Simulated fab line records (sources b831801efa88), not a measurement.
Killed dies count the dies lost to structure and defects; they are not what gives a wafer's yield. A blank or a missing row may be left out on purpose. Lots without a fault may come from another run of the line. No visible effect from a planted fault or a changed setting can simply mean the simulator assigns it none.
A single fault, viewed from 2 desks | flow gf180mcu | each desk holds nothing but its own numbers, with what lay behind them at the end

== THE METROLOGY DESK ==
What the gauges read for every lot (on any tool): the sampled wafers with a number, averaged. Marked OUT: a lot whose mean sits more than 4 standard deviations from the usual mean, which makes it out of limits; the brackets give that distance.
Columns: A = cd nm at GF_V1_CD_MEAS_14, usual 259.6 nm; B = V1_OVL at GF_V1_OVL_MEAS_15, usual 0 nm; C = V1_W_RS at GF_V1_RS_MEAS_24, usual 0.326 ohm/sq
lot  | first seen here | A     | B  | C
L299 | day 18 09:10    | 258.6 | 2  | 0.330
L306 | day 21 08:41    | 258.3 | 2  | 0.319
L309 | day 22 11:40    | 258.9 | -6 | 0.335
L313 | day 23 15:35    | 260.1 | 1  | 0.327
L317 | day 25 00:38    | 259.6 | 2  | 0.328
L320 | day 26 01:32    | 260.1 | -3 | 0.330
This desk found nothing out of limits on any of the 6 lots.

== FOR THE TOOL OWNER'S DESK: cvd w-01 ==
The tool's own readings at GF_V1_CVD_23 (deposits W, target thk 350 nm, time 105.05 s): means of the sampled wafers that have a number, for each lot that ran on this tool. Marked OUT: a lot whose mean sits more than 4 standard deviations from the usual mean, which makes it out of limits; the brackets give that distance.
Columns: A = chamber pressure Torr at GF_V1_CVD_23, usual 40.01 Torr; B = heater power w at GF_V1_CVD_23, usual 881 W
lot  | first seen here | A               | B
L306 | day 21 09:35    | 39.99           | 915
L309 | day 22 12:37    | 37.19 (-34) OUT | 885
L313 | day 23 16:32    | 39.07 (-11) OUT | 948
This desk's finding: out of limits on L309, L313; first on L309, day 22 12:37 (chamber pressure Torr at GF_V1_CVD_23). L306 stayed within limits.

== BROUGHT TOGETHER ==
The tool owner's desk could have raised an alarm at day 22 12:37, on L309, L313.
Metrology desk: nothing out of limits seen.
The metrology desk holds a record of L309, L313, inside its limits.
The lots listed all ran GF_V1_CVD_23 on cvd w-01.

== WHAT THE SIMULATOR HAD INSERTED ==
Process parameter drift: cvd w-01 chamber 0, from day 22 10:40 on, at GF_V1_CVD_23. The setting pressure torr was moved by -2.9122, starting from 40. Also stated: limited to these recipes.
Lots struck among those shown: L309, L313.
Hours from the fault's start to each desk's first reading out of limits: the tool owner's desk, 2.
